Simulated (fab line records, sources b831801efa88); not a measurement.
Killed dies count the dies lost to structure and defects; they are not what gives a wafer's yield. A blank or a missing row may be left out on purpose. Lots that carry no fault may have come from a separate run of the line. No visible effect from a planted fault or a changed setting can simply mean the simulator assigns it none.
fab line records ; flow sky130
[record] lots = 11; wafers = 32; last_day = 50
route steps=708 shown CONTACT@431 METAL1@453 PAD_OPEN@708
lots with no fault: from the same line, run without faults
start_h: start of the lot's first displayed wafer, in hours after the record's first day ; wait_h: hours since the lot's step before ; " same as the row above ; L1.1+2: several wafers, shown together as one row ; - no value, or no start given ; * or withheld: withheld ; < > ~ a bound
route shown NAME@n: NAME is a module with steps in the file, n the number in the route of the first one ; usual: the fault-free wafers' mean and standard deviation ; same: alike in all rows ; chamber/n: place in a boat ; sites: readings site by site ; _std_site: the standard deviation of these ; _edge_site: inner sites' mean taken away from outer sites' mean ; radius_mm: how far each site lies from the wafer's centre ; mask NAME#n: copy n ; behind: the most recent tool/chamber to have shaped the wafer ; hold: why the lot was held/for how many hours/how that ended ; device: the n, p or np transistor that did not switch ; end of line: at the end of the route, the tests of the same wafers ; where a step has no rows: the recipe by itself ; killed: not the wafer's yield, but the dies lost to structure and defects at the first sort ; map: a wafer's dies, x killed, . not, _ none there
set.NAME: the setting as run; set.NAME@STEP: as run at that earlier step ; model.NAME: the simulator's own value behind a step, which no gauge read
one table for each step of the route and one row for each wafer, over a sample of lots
services: from which hour (start_h, from the record's first day; less than 0 if before it) a tool's chamber was out of use, for how many hours, and why
[[steps]]
[step SKY_CONTACT_RS_MEAS_25]
[recipe] thk_meas_gauge = four-point-probe; reads = W_of_CONTACT_CVD_24+TiN_of_CONTACT_SPUTTER_23
[usual] CONTACT_W_RS = 0.337/0.0032
lot.wafer;tool;chamber;start_h;wait_h;CONTACT_W_RS[ohm/sq]
L442.1;film_metro-01;-;753.41;0.1;0.339
L442.4;film_metro-01;-;753.41;0.1;0.337
L442.6;film_metro-01;-;753.41;0.1;0.338
L444.1;film_metro-02;-;761.81;0.1;0.340
L444.2;film_metro-02;-;761.81;0.1;0.344
L444.6;film_metro-02;-;761.81;0.1;0.336
L445.3;film_metro-01;-;772.50;0.1;0.334
L445.4;film_metro-01;-;772.50;0.1;0.334
L445.5;film_metro-01;-;772.50;0.1;0.335
L446.3;film_metro-04;-;780.53;0.1;0.334
L446.5;film_metro-04;-;780.53;0.1;0.336
L446.6;film_metro-04;-;780.53;0.1;0.333
L447.1;film_metro-01;-;782.86;0.1;0.336
L447.3;film_metro-01;-;782.86;0.1;0.335
L447.5;film_metro-01;-;782.86;0.1;0.337
L454.4;film_metro-04;-;840.62;0.1;0.340
L454.5;film_metro-04;-;840.62;0.1;0.339
L454.6;film_metro-04;-;840.62;0.1;0.332
L455.1;film_metro-04;-;851.30;0.1;0.336
L455.2;film_metro-04;-;851.30;0.1;0.337
L455.6;film_metro-04;-;851.30;0.1;0.339
L458.1;film_metro-04;-;863.05;0.1;0.341
L458.4;film_metro-04;-;863.05;0.1;0.339
L458.6;film_metro-04;-;863.05;0.1;0.334
L461.2;film_metro-02;-;895.22;0.1;0.335
L461.3;film_metro-02;-;895.22;0.1;0.332
L461.5;film_metro-02;-;895.22;0.1;0.333
L463.1;film_metro-01;-;903.90;0.1;0.337
L463.2;film_metro-01;-;903.90;0.1;0.336
L463.4;film_metro-01;-;903.90;0.1;0.337
L465.3;film_metro-01;-;909.19;0.1;0.336
L465.5;film_metro-01;-;909.19;0.1;0.337
[step SKY_CONTACT_THK_MEAS_26]
[recipe] thk_meas_gauge = xrf; reads = W_of_CONTACT_CVD_24
[usual] CONTACT_W_THK = 331/3.6
lot.wafer;tool;chamber;start_h;wait_h;CONTACT_W_THK[nm]
L442.1;film_metro-01;-;753.53;0.1;326
L442.4;film_metro-01;-;753.53;0.1;328
L442.6;film_metro-01;-;753.53;0.1;328
L444.1;film_metro-02;-;761.93;0.1;329
L444.2;film_metro-02;-;761.93;0.1;325
L444.6;film_metro-02;-;761.93;0.1;331
L445.3;film_metro-01;-;772.60;0.1;332
L445.4;film_metro-01;-;772.60;0.1;334
L445.5;film_metro-01;-;772.60;0.1;332
L446.3;film_metro-04;-;780.63;0.1;335
L446.5;film_metro-04;-;780.63;0.1;333
L446.6;film_metro-04;-;780.63;0.1;339
L447.1;film_metro-01;-;782.98;0.1;329
L447.3;film_metro-01;-;782.98;0.1;330
L447.5;film_metro-01;-;782.98;0.1;331
L454.4;film_metro-04;-;840.71;0.1;329
L454.5;film_metro-04;-;840.71;0.1;333
L454.6;film_metro-04;-;840.71;0.1;337
L455.1;film_metro-04;-;851.42;0.1;333
L455.2;film_metro-04;-;851.42;0.1;332
L455.6;film_metro-04;-;851.42;0.1;331
L458.1;film_metro-04;-;863.17;0.1;330
L458.4;film_metro-04;-;863.17;0.1;330
L458.6;film_metro-04;-;863.17;0.1;335
L461.2;film_metro-02;-;895.33;0.1;333
L461.3;film_metro-02;-;895.33;0.1;334
L461.5;film_metro-02;-;895.33;0.1;333
L463.1;film_metro-01;-;904.02;0.1;327
L463.2;film_metro-01;-;904.02;0.1;328
L463.4;film_metro-01;-;904.02;0.1;326
L465.3;film_metro-01;-;909.29;0.1;328
L465.5;film_metro-01;-;909.29;0.1;326
[step SKY_CONTACT_CMP_27]
[recipe] stop_on = SiO2; t_overpolish_s = 15; down_force_psi = 3.5; platen_rpm = 60; target_thk_nm = 0; pad_velocity_m_s = 0.94248
[usual] motor_current_A = 10.7/1.6; overpolish_run_s = 15.000/0.01; retaining_ring_pressure_frac = 1.000/0.0052; time_to_endpoint_s = 84/4.7
lot.wafer;tool;chamber;start_h;wait_h;motor_current_A;overpolish_run_s;retaining_ring_pressure_frac;time_to_endpoint_s
L442.1;cmp-02;0;753.59;0.1;12.5;15.001;1.005;82
L442.4;cmp-02;3;753.59;0.1;9.0;15.015;1.004;86
L442.6;cmp-02;1;753.59;0.1;13.7;15.017;1.002;80
L444.2;cmp-02;0;761.99;0.0;12.8;15.003;1.006;79
L444.1;cmp-02;3;761.99;0.0;9.1;15.003;0.993;84
L444.6;cmp-02;1;761.99;0.0;13.3;14.994;0.997;81
L445.4;cmp-01;0;772.74;0.1;11.4;14.981;0.996;91
L445.3;cmp-01;1;772.74;0.1;10.8;15.011;1.000;89
L445.5;cmp-01;3;772.74;0.1;9.1;15.001;0.992;90
L446.3;cmp-02;1;780.67;0.0;13.4;15.008;1.002;79
L446.5;cmp-02;1;780.67;0.0;13.2;14.992;1.002;80
L446.6;cmp-02;2;780.67;0.0;10.0;15.008;0.992;81
L447.1;cmp-01;1;783.04;0.1;10.3;14.995;1.000;83
L447.3;cmp-01;0;783.04;0.1;12.0;15.007;1.002;89
L447.5;cmp-01;1;783.04;0.1;10.3;15.015;1.003;85
L454.4;cmp-01;0;840.74;0.0;11.5;15.006;1.001;87
L454.6;cmp-01;0;840.74;0.0;11.6;14.988;1.005;86
L454.5;cmp-01;1;840.74;0.0;10.1;15.000;1.004;81
L455.1;cmp-02;1;851.48;0.1;13.1;15.018;1.003;78
L455.2;cmp-02;0;851.48;0.1;12.6;14.992;0.995;80
L455.6;cmp-02;1;851.48;0.1;13.0;15.000;1.002;77
L458.4;cmp-02;3;863.28;0.1;9.4;15.001;0.997;85
L458.1;cmp-02;1;863.28;0.1;12.9;14.976;0.997;82
L458.6;cmp-02;3;863.28;0.1;10.0;15.000;0.997;88
L461.3;cmp-02;0;895.38;0.0;12.7;14.999;0.996;78
L461.2;cmp-02;1;895.38;0.0;14.2;15.005;1.002;78
L461.5;cmp-02;1;895.38;0.0;13.1;14.998;1.000;76
L463.1;cmp-01;2;904.13;0.1;8.7;14.974;0.996;83
L463.4;cmp-01;3;904.13;0.1;8.7;14.995;1.002;86
L463.2;cmp-01;0;904.13;0.1;11.8;15.018;0.999;89
L465.3;cmp-02;0;909.38;0.1;12.8;14.992;1.000;77
L465.5;cmp-02;3;909.38;0.1;9.1;14.988;1.010;80
[step SKY_METAL1_METAL_ETCH_19]
[recipe] target_depth_a = 3600; stop_on = SiO2; over_etch_frac = 0.3; time_s = 78; chemistry = Cl2/BCl3; resist_sidewall_deg = 88; pressure_mtorr = 10; icp_w = 900; bias_w = 48.5; Cl2_flow_sccm = 60; bcl3_flow_sccm = 30
[usual] drypump_motor_current_A = 5.5/0.55; oes_product_au = 0.856/0.006; over_etch_frac = 0.3/0; throttle_valve_pct = 22.264/0.0096
lot.wafer;tool;chamber;start_h;wait_h;drypump_motor_current_A;oes_product_au;over_etch_frac;rf_hours_counter_h;throttle_valve_pct
L442.1;rie_metal-02;0;781.31;0.0;6.0;0.860;0.3;14;22.267
L442.4;rie_metal-02;0;781.31;0.0;6.0;0.847;0.3;-;22.248
L442.6;rie_metal-02;1;781.31;0.0;4.7;0.862;0.3;-;22.270
L444.1;rie_metal-04;1;789.66;0.0;5.0;0.850;0.3;1;22.266
L444.2;rie_metal-04;0;789.66;0.0;6.1;0.854;0.3;6;22.265
L444.6;rie_metal-04;1;789.66;0.0;5.0;0.853;0.3;-;22.265
L445.3;rie_metal-04;0;800.46;0.1;6.1;0.854;0.3;-;22.266
L445.4;rie_metal-04;1;800.46;0.1;5.0;0.857;0.3;-;22.268
L445.5;rie_metal-04;0;800.46;0.1;6.1;0.853;0.3;-;22.272
L446.3;rie_metal-04;1;808.86;0.1;5.0;0.853;0.3;-;22.271
L446.5;rie_metal-04;0;808.86;0.1;6.1;0.853;0.3;-;22.263
L446.6;rie_metal-04;1;808.86;0.1;5.0;0.850;0.3;-;22.269
L447.1;rie_metal-02;0;810.91;0.0;6.0;0.863;0.3;15;22.276
L447.3;rie_metal-02;0;810.91;0.0;6.0;0.860;0.3;-;22.260
L447.5;rie_metal-02;1;810.91;0.0;4.7;0.859;0.3;-;22.279
L454.4;rie_metal-04;0;867.38;0.1;6.1;0.855;0.3;-;22.289
L454.5;rie_metal-04;0;867.38;0.1;6.1;0.857;0.3;-;22.269
L454.6;rie_metal-04;1;867.38;0.1;5.0;0.784;0.53121;-;22.269
L455.1;rie_metal-03;1;878.18;0.0;5.2;0.856;0.3;16;22.256
L455.2;rie_metal-03;0;878.18;0.0;5.8;0.851;0.3;12;22.249
L455.6;rie_metal-03;0;878.18;0.0;5.8;0.847;0.3;-;22.262
L458.1;rie_metal-02;0;890.18;0.0;6.0;0.855;0.3;2;22.244
L458.4;rie_metal-02;1;890.18;0.0;4.7;0.841;0.3;-;22.290
L458.6;rie_metal-02;1;890.18;0.0;4.7;0.858;0.3;-;22.263
L461.2;rie_metal-04;1;921.26;0.1;5.0;0.856;0.3;6;22.255
L461.3;rie_metal-04;1;921.26;0.1;5.1;0.860;0.3;-;22.261
L461.5;rie_metal-04;1;921.26;0.1;5.0;0.858;0.3;-;22.276
L463.1;rie_metal-02;0;930.13;0.0;6.0;0.855;0.3;3;22.282
L463.2;rie_metal-02;1;930.13;0.0;4.6;0.849;0.3;9;22.247
L463.4;rie_metal-02;1;930.13;0.0;4.6;0.856;0.3;-;22.271
L465.3;rie_metal-04;0;935.84;0.1;6.1;0.853;0.3;-;22.248
L465.5;rie_metal-04;0;935.84;0.1;6.1;0.848;0.3;-;22.275
[step SKY_METAL1_STRIP_20]
[recipe] chemistry = O2/N2; power_w = 1400; pressure_mtorr = 1500; platen_temp_c = withheld; o2_flow_sccm = 3000; n2_flow_sccm = 300; overash_fraction = 0.5
[usual] drypump_motor_current_A = 5.8/0.49; oes_product_au = 0.343/0.0045; strip_time_to_endpoint_s = 2.71/0.047
lot.wafer;tool;chamber;start_h;wait_h;drypump_motor_current_A;oes_product_au;rf_hours_counter_h;strip_time_to_endpoint_s
L442.1;plasma_asher-03;1;781.40;0.1;5.5;0.336;67;2.68
L442.4;plasma_asher-03;1;781.40;0.1;5.5;0.345;-;2.71
L442.6;plasma_asher-03;1;781.40;0.1;5.5;0.346;-;2.78
L444.1;plasma_asher-04;0;789.75;0.1;5.1;0.346;101;2.75
L444.2;plasma_asher-04;1;789.75;0.1;6.3;0.342;101;2.71
L444.6;plasma_asher-04;0;789.75;0.1;5.1;0.346;-;2.74
L445.3;plasma_asher-02;1;800.55;0.1;6.5;0.339;-;2.69
L445.4;plasma_asher-02;0;800.55;0.1;6.0;0.342;-;2.72
L445.5;plasma_asher-02;0;800.55;0.1;6.0;0.338;-;2.68
L446.3;plasma_asher-04;0;808.95;0.1;5.2;0.351;-;2.76
L446.5;plasma_asher-04;1;808.95;0.1;6.4;0.338;-;2.69
L446.6;plasma_asher-04;0;808.95;0.1;5.1;0.353;-;2.75
L447.1;plasma_asher-03;0;811.00;0.1;5.3;0.337;70;2.67
L447.3;plasma_asher-03;0;811.00;0.1;5.3;0.342;-;2.65
L447.5;plasma_asher-03;1;811.00;0.1;5.5;0.337;-;2.75
L454.4;plasma_asher-02;0;867.50;0.1;6.0;0.345;-;2.66
L454.5;plasma_asher-02;0;867.50;0.1;6.0;0.346;-;2.67
L454.6;plasma_asher-02;1;867.50;0.1;6.5;0.320;-;2.26
L455.1;plasma_asher-04;1;878.27;0.1;6.4;0.344;110;2.74
L455.2;plasma_asher-04;0;878.27;0.1;5.2;0.342;110;2.68
L455.6;plasma_asher-04;1;878.27;0.1;6.4;0.345;-;2.68
L458.1;plasma_asher-02;0;890.27;0.1;6.0;0.349;15;2.68
L458.4;plasma_asher-02;1;890.27;0.1;6.5;0.347;-;2.80
L458.6;plasma_asher-02;1;890.27;0.1;6.5;0.345;-;2.77
L461.2;plasma_asher-02;0;921.38;0.1;6.0;0.343;18;2.70
L461.3;plasma_asher-02;0;921.38;0.1;6.0;0.342;-;2.73
L461.5;plasma_asher-02;1;921.38;0.1;6.5;0.348;-;2.73
L463.1;plasma_asher-03;0;930.22;0.1;5.3;0.343;82;2.67
L463.2;plasma_asher-03;1;930.22;0.1;5.5;0.343;82;2.73
L463.4;plasma_asher-03;1;930.22;0.1;5.5;0.336;-;2.72
L465.3;plasma_asher-04;0;935.94;0.1;5.2;0.336;-;2.71
L465.5;plasma_asher-04;0;935.94;0.1;5.2;0.342;-;2.69
[step SKY_PAD_OPEN_PROBE_99]
[usual] defect_limited_yield = 82.4/1.8; killed_at_M0_to_M3 = 44/6.3; killed_at_M4_up = 3.1/1.8; killed_at_contacts = 25/5.1; killed_at_front_end = 15/4.1; killed_at_other = 0.3/0.71; killed_dies = 87/8.8; killed_on_rim = 17/3.7; killed_open = 47/6.8; killed_short = 40/6.7; sort_bin_3_pad_short = 0.9/0.39; sort_bin_5_function = 10.4/1.5; sort_bin_6_memory = 6.4/1.1; sort_n_pass = 405/8.8; sort_yield_pct = 82.4/1.8
[same] gross_dies = 492; killed_at_back_side = 0; sort_bin_4_leakage[%] = 0; sort_bin_8_speed[%] = 0
lot.wafer;tool;chamber;start_h;wait_h;defect_limited_yield[%];killed_at_M0_to_M3;killed_at_M4_up;killed_at_contacts;killed_at_front_end;killed_at_other;killed_dies;killed_on_rim;killed_open;killed_short;sort_bin_3_pad_short[%];sort_bin_5_function[%];sort_bin_6_memory[%];sort_n_pass;sort_yield_pct[%]
L442.1;prober-02;-;1088.12;0.1;83.1;37;4;30;12;0;83;19;38;45;1.0;11.0;4.9;409;83.1
L442.4;prober-02;-;1088.27;0.2;83.3;54;6;13;9;0;82;14;39;43;1.4;8.5;6.7;410;83.3
L442.6;prober-02;-;1088.37;0.2;81.9;48;5;26;10;0;89;16;49;40;1.2;10.6;6.3;403;81.9
L444.1;prober-01;-;1097.03;0.1;83.9;43;2;23;11;0;79;17;45;34;0.8;8.5;6.7;413;83.9
L444.2;prober-01;-;1097.08;0.1;82.5;38;3;25;20;0;86;15;44;42;0.6;9.1;7.7;406;82.5
L444.6;prober-01;-;1097.28;0.2;82.5;39;5;31;11;0;86;18;43;43;0.8;10.8;5.9;406;82.5
L445.3;prober-01;-;1105.18;0.2;86.0;30;2;25;12;0;69;17;39;30;1.4;7.3;5.3;423;86.0
L445.4;prober-01;-;1105.23;0.2;83.3;48;4;18;12;0;82;11;53;29;0.4;10.4;5.9;410;83.3
L445.5;prober-01;-;1105.28;0.2;84.6;45;2;23;6;0;76;11;43;33;0.8;10.4;4.3;416;84.6
L446.3;prober-02;-;1110.44;0.2;84.8;32;2;28;13;0;75;11;34;41;1.0;8.1;6.1;417;84.8
L446.5;prober-02;-;1110.54;0.2;81.5;48;3;25;15;0;91;21;53;38;0.8;10.2;7.5;401;81.5
L446.6;prober-02;-;1110.59;0.2;82.3;41;5;22;18;1;87;16;41;46;0.6;9.8;7.3;405;82.3
L447.1;prober-01;-;1113.70;0.1;81.7;54;1;13;22;0;90;13;44;46;1.0;11.0;6.3;402;81.7
L447.3;prober-01;-;1113.80;0.2;80.7;42;6;26;21;0;95;22;54;41;0.8;11.8;6.7;397;80.7
L447.5;prober-01;-;1113.90;0.2;79.3;53;1;31;17;0;102;15;59;43;1.0;13.0;6.7;390;79.3
L454.4;prober-02;-;1155.00;0.2;84.3;38;2;22;15;0;77;15;51;26;1.0;10.2;4.5;415;84.3
L454.5;prober-02;-;1155.05;0.2;79.1;50;2;37;14;0;103;20;52;51;1.4;13.0;6.5;389;79.1
L454.6;prober-02;-;1155.10;0.2;81.5;43;5;31;11;1;91;16;43;48;0.8;10.6;7.1;401;81.5
L455.1;prober-01;-;1162.98;0.1;79.1;50;8;30;14;1;103;24;42;61;1.0;11.4;8.5;389;79.1
L455.2;prober-01;-;1163.03;0.1;81.5;41;4;36;10;0;91;21;46;45;1.2;12.0;5.3;401;81.5
L455.6;prober-01;-;1163.23;0.2;81.5;53;2;24;11;1;91;20;53;38;1.2;8.9;8.3;401;81.5
L458.1;prober-02;-;1171.95;0.1;82.7;43;3;18;20;1;85;18;41;44;0.8;10.0;6.5;407;82.7
L458.4;prober-02;-;1172.10;0.2;83.3;45;3;22;12;0;82;22;49;33;1.4;11.6;3.7;410;83.3
L458.6;prober-02;-;1172.20;0.2;83.1;43;3;22;15;0;83;19;48;35;0.8;9.6;6.5;409;83.1
L461.2;prober-01;-;1191.72;0.1;82.7;46;3;17;18;1;85;21;50;35;1.0;11.2;5.1;407;82.7
L461.3;prober-01;-;1191.77;0.2;85.2;43;2;18;10;0;73;15;41;32;1.0;9.3;4.5;419;85.2
L461.5;prober-01;-;1191.87;0.2;84.3;31;1;27;18;0;77;17;42;35;0.8;9.3;5.5;415;84.3
L463.1;prober-01;-;1197.51;0.1;82.7;48;2;24;11;0;85;15;46;39;0;11.0;6.3;407;82.7
L463.2;prober-01;-;1197.56;0.1;79.1;40;3;39;21;0;103;27;54;49;1.0;13.2;6.7;389;79.1
L463.4;prober-01;-;1197.66;0.2;85.2;31;0;33;9;0;73;16;41;32;0.4;7.7;6.7;419;85.2
L465.3;prober-01;-;1202.84;0.2;83.5;33;6;27;15;0;81;13;44;37;1.6;8.9;5.9;411;83.5
L465.5;prober-01;-;1202.94;0.2;79.1;41;6;40;14;2;103;15;59;42;0.4;11.8;8.7;389;79.1
// killed by level:class
L442.1 VIA1:geometric_particle:open=9 LI_CONTACT:geometric_particle:open=7 CONTACT:geometric_particle:open=7 LOCAL_INTERCONNECT:geometric_particle:short=6 VIA1:geometric_particle:short=6 METAL1:geometric_particle:short=5 CONTACT:geometric_particle:short=5 FIELD_ISO:geometric_particle:open=4
L442.4 VIA1:geometric_particle:open=15 METAL1:geometric_particle:short=9 METAL2:geometric_particle:short=8 VIA2:geometric_particle:open=6 VIA1:geometric_particle:short=5 CONTACT:geometric_particle:open=5 METAL4:geometric_particle:short=4 VIA3:geometric_particle:open=4
L442.6 CONTACT:geometric_particle:open=10 LI_CONTACT:geometric_particle:open=9 VIA3:geometric_particle:open=8 VIA1:geometric_particle:open=8 METAL2:geometric_particle:short=8 VIA1:geometric_particle:short=6 METAL4:geometric_particle:short=5 FIELD_ISO:geometric_particle:short=3
L444.1 VIA1:geometric_particle:open=10 CONTACT:geometric_particle:open=9 LI_CONTACT:geometric_particle:open=8 VIA2:geometric_particle:open=8 VIA1:geometric_particle:short=7 METAL3:geometric_particle:short=5 POLY_GATE:geometric_particle:short=4 METAL1:geometric_particle:short=4
L444.2 VIA1:geometric_particle:open=10 LI_CONTACT:geometric_particle:open=8 VIA3:geometric_particle:open=8 CONTACT:geometric_particle:open=6 VIA2:geometric_particle:short=6 METAL2:geometric_particle:short=5 LOCAL_INTERCONNECT:geometric_particle:short=4 FIELD_ISO:geometric_particle:short=3
L444.6 VIA1:geometric_particle:open=8 CONTACT:geometric_particle:open=8 CONTACT:geometric_particle:short=8 VIA1:geometric_particle:short=7 LI_CONTACT:geometric_particle:open=5 POLY_GATE:geometric_particle:open=4 LI_CONTACT:geometric_particle:short=4 LOCAL_INTERCONNECT:geometric_particle:short=4
L445.3 LI_CONTACT:geometric_particle:open=11 FIELD_ISO:geometric_particle:short=6 CONTACT:geometric_particle:open=6 CONTACT:geometric_particle:short=6 VIA2:geometric_particle:open=6 METAL1:geometric_particle:short=5 VIA3:geometric_particle:open=4 FIELD_ISO:geometric_particle:open=3
L445.4 VIA3:geometric_particle:open=11 VIA1:geometric_particle:open=10 LI_CONTACT:geometric_particle:open=8 METAL2:geometric_particle:short=6 VIA2:geometric_particle:open=6 CONTACT:geometric_particle:open=5 FIELD_ISO:geometric_particle:open=3 FIELD_ISO:geometric_particle:short=3
L445.5 METAL1:geometric_particle:short=9 VIA3:geometric_particle:open=8 LI_CONTACT:geometric_particle:open=7 CONTACT:geometric_particle:open=7 VIA2:geometric_particle:open=6 LI_CONTACT:geometric_particle:short=4 METAL1:geometric_particle:open=4 VIA1:geometric_particle:open=4
L446.3 LI_CONTACT:geometric_particle:open=10 VIA3:geometric_particle:short=7 LOCAL_INTERCONNECT:geometric_particle:short=6 VIA1:geometric_particle:short=6 CONTACT:geometric_particle:short=5 VIA1:geometric_particle:open=5 VIA3:geometric_particle:open=4 CONTACT:geometric_particle:open=4
L446.5 VIA1:geometric_particle:open=12 CONTACT:geometric_particle:open=9 VIA3:geometric_particle:open=8 FIELD_ISO:geometric_particle:open=7 CONTACT:geometric_particle:short=7 VIA2:geometric_particle:open=7 METAL2:geometric_particle:short=6 VIA1:geometric_particle:short=5
L446.6 VIA1:geometric_particle:open=11 VIA2:geometric_particle:open=8 CONTACT:geometric_particle:short=6 LI_CONTACT:geometric_particle:short=6 METAL2:geometric_particle:short=6 VIA3:geometric_particle:open=6 FIELD_ISO:geometric_particle:short=5 CONTACT:geometric_particle:open=5
L447.1 VIA1:geometric_particle:open=11 VIA1:geometric_particle:short=9 METAL2:geometric_particle:short=9 POLY_GATE:geometric_particle:open=6 CONTACT:geometric_particle:open=6 FIELD_ISO:geometric_particle:short=5 VIA2:geometric_particle:open=4 METAL3:geometric_particle:short=4
L447.3 CONTACT:geometric_particle:open=11 VIA1:geometric_particle:open=11 CONTACT:geometric_particle:short=7 VIA3:geometric_particle:open=7 FIELD_ISO:geometric_particle:open=5 LI_CONTACT:geometric_particle:open=5 METAL1:geometric_particle:short=5 METAL4:geometric_particle:short=5
L447.5 VIA1:geometric_particle:open=14 CONTACT:geometric_particle:open=10 LI_CONTACT:geometric_particle:open=9 VIA2:geometric_particle:open=8 VIA2:geometric_particle:short=7 LOCAL_INTERCONNECT:geometric_particle:short=6 CONTACT:geometric_particle:short=6 VIA3:geometric_particle:open=6
L454.4 VIA1:geometric_particle:open=13 CONTACT:geometric_particle:open=9 LI_CONTACT:geometric_particle:open=8 VIA2:geometric_particle:open=7 FIELD_ISO:geometric_particle:short=6 VIA1:geometric_particle:short=6 FIELD_ISO:geometric_particle:open=5 METAL2:geometric_particle:short=3
L454.5 CONTACT:geometric_particle:open=11 LI_CONTACT:geometric_particle:open=9 LOCAL_INTERCONNECT:geometric_particle:short=9 VIA1:geometric_particle:short=9 VIA1:geometric_particle:open=9 VIA2:geometric_particle:open=7 CONTACT:geometric_particle:short=6 FIELD_ISO:geometric_particle:short=5
L454.6 VIA1:geometric_particle:open=11 CONTACT:geometric_particle:open=10 METAL1:geometric_particle:short=9 LI_CONTACT:geometric_particle:short=6 LOCAL_INTERCONNECT:geometric_particle:short=5 METAL2:geometric_particle:short=5 FIELD_ISO:geometric_particle:open=4 CONTACT:geometric_particle:short=4
L455.1 VIA1:geometric_particle:open=11 CONTACT:geometric_particle:short=10 LOCAL_INTERCONNECT:geometric_particle:short=7 VIA3:geometric_particle:open=7 CONTACT:geometric_particle:open=7 VIA2:geometric_particle:open=7 METAL4:geometric_particle:short=7 POLY_GATE:geometric_particle:short=6
L455.2 LI_CONTACT:geometric_particle:open=10 VIA1:geometric_particle:open=9 LOCAL_INTERCONNECT:geometric_particle:short=8 CONTACT:geometric_particle:open=7 CONTACT:geometric_particle:short=6 METAL1:geometric_particle:short=6 VIA2:geometric_particle:short=6 VIA3:geometric_particle:open=6
L455.6 VIA1:geometric_particle:open=10 CONTACT:geometric_particle:open=10 VIA2:geometric_particle:open=9 METAL1:geometric_particle:short=8 LI_CONTACT:geometric_particle:open=5 METAL2:geometric_particle:short=5 VIA3:geometric_particle:open=5 CONTACT:geometric_particle:short=4
L458.1 VIA1:geometric_particle:open=9 FIELD_ISO:geometric_particle:open=7 CONTACT:geometric_particle:open=7 METAL2:geometric_particle:short=7 VIA1:geometric_particle:short=6 METAL1:geometric_particle:short=5 POLY_GATE:geometric_particle:short=4 VIA2:geometric_particle:open=4
L458.4 VIA3:geometric_particle:open=11 CONTACT:geometric_particle:open=11 VIA2:geometric_particle:open=10 METAL1:geometric_particle:short=5 VIA1:geometric_particle:open=5 FIELD_ISO:geometric_particle:short=4 POLY_GATE:geometric_particle:open=4 VIA3:geometric_particle:short=4
L458.6 VIA3:geometric_particle:open=11 CONTACT:geometric_particle:open=7 VIA1:geometric_particle:open=7 METAL2:geometric_particle:short=7 POLY_GATE:geometric_particle:open=5 LI_CONTACT:geometric_particle:open=5 CONTACT:geometric_particle:short=5 FIELD_ISO:geometric_particle:open=4
L461.2 VIA1:geometric_particle:open=13 CONTACT:geometric_particle:open=8 VIA2:geometric_particle:open=7 METAL1:geometric_particle:short=6 FIELD_ISO:geometric_particle:open=5 VIA3:geometric_particle:open=5 LI_CONTACT:geometric_particle:short=4 POLY_GATE:geometric_particle:short=4
L461.3 LI_CONTACT:geometric_particle:open=8 METAL2:geometric_particle:short=8 VIA2:geometric_particle:open=7 VIA1:geometric_particle:open=6 CONTACT:geometric_particle:open=5 VIA3:geometric_particle:open=5 METAL3:geometric_particle:short=4 METAL1:geometric_particle:short=4
L461.5 CONTACT:geometric_particle:open=12 VIA1:geometric_particle:open=10 CONTACT:geometric_particle:short=7 FIELD_ISO:geometric_particle:short=5 POLY_GATE:geometric_particle:open=5 VIA1:geometric_particle:short=5 METAL3:geometric_particle:short=5 FIELD_ISO:geometric_particle:open=3
L463.1 VIA1:geometric_particle:open=9 CONTACT:geometric_particle:short=7 LI_CONTACT:geometric_particle:open=7 VIA1:geometric_particle:short=7 VIA2:geometric_particle:open=7 VIA3:geometric_particle:open=7 METAL2:geometric_particle:short=6 CONTACT:geometric_particle:open=6
L463.2 CONTACT:geometric_particle:open=17 VIA1:geometric_particle:open=11 VIA3:geometric_particle:open=8 LOCAL_INTERCONNECT:geometric_particle:short=7 LI_CONTACT:geometric_particle:open=6 CONTACT:geometric_particle:short=6 FIELD_ISO:geometric_particle:short=5 POLY_GATE:geometric_particle:short=5
L463.4 CONTACT:geometric_particle:open=10 LOCAL_INTERCONNECT:geometric_particle:short=9 VIA1:geometric_particle:open=9 VIA2:geometric_particle:open=5 CONTACT:geometric_particle:short=5 LI_CONTACT:geometric_particle:open=4 VIA3:geometric_particle:open=4 LOCAL_INTERCONNECT:geometric_particle:open=3
L465.3 CONTACT:geometric_particle:open=11 VIA3:geometric_particle:open=10 POLY_GATE:geometric_particle:short=6 CONTACT:geometric_particle:short=6 METAL1:geometric_particle:short=6 VIA2:geometric_particle:open=6 METAL4:geometric_particle:short=4 LI_CONTACT:geometric_particle:open=4
L465.5 CONTACT:geometric_particle:open=18 LI_CONTACT:geometric_particle:open=9 VIA1:geometric_particle:open=9 METAL2:geometric_particle:short=7 METAL4:geometric_particle:short=6 LOCAL_INTERCONNECT:geometric_particle:short=5 VIA3:geometric_particle:open=5 FIELD_ISO:geometric_particle:open=4
[[services]]
tool;chamber;start_h;hours;kind
rie_metal-02;0;731.59;3.6;repair
rie_metal-04;-;731.99;1.4;pm
plasma_asher-02;-;733.75;9.0;pm
cmp-02;-;744.07;4.0;pm
rie_metal-02;0;746.36;12.7;repair
cmp-02;-;748.07;-;consumable_replace:conditioner
cmp-01;-;751.92;8.0;pm
cmp-02;-;763.85;6.0;pm
cmp-01;-;777.55;0.9;repair
cmp-02;-;784.18;2.1;repair
rie_metal-03;-;787.59;2.8;pm
cmp-02;-;793.63;0.2;repair
cmp-02;-;811.31;5.6;pm
plasma_asher-03;-;817.15;2.2;repair
rie_metal-04;0;836.80;2.4;repair
cmp-01;-;855.89;5.8;pm
rie_metal-04;-;857.12;2.8;pm
plasma_asher-04;-;868.70;3.2;repair
cmp-01;-;881.53;0.9;repair
plasma_asher-02;-;888.71;0.5;repair
rie_metal-04;1;899.53;11.4;repair
plasma_asher-04;-;904.56;2.8;pm
cmp-01;-;912.11;4.0;pm
plasma_asher-03;-;926.67;0.9;repair
[[key]]
[first_sign] step = SKY_METAL1_METAL_ETCH_19; reading = over_etch_frac; direction = up; sigmas = 99+; usual = 0.3; struck = 0.53121
[effect] step = SKY_METAL1_METAL_ETCH_19; reading = oes_product_au; direction = down; sigmas = 12; usual = 0.856; struck = 0.784
[effect] step = SKY_METAL1_STRIP_20; reading = strip_time_to_endpoint_s; direction = down; sigmas = 9.6; usual = *; struck = *
met_at SKY_METAL1_METAL_ETCH_19
struck_lots L454
struck_wafers L454.6
not_acting_at SKY_CONTACT_RS_MEAS_25,SKY_CONTACT_THK_MEAS_26,SKY_CONTACT_CMP_27
onset_between 808.86 867.38
[fault] kind = process_parameter_drift; tool = rie_metal-04; chamber = 1; onset_h = 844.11; steps = SKY_METAL1_METAL_ETCH_19; channel = over_etch_frac; offset = 0.23121; shape = step; end_h = 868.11; acts_in = these_recipes_only; stated = 0.3
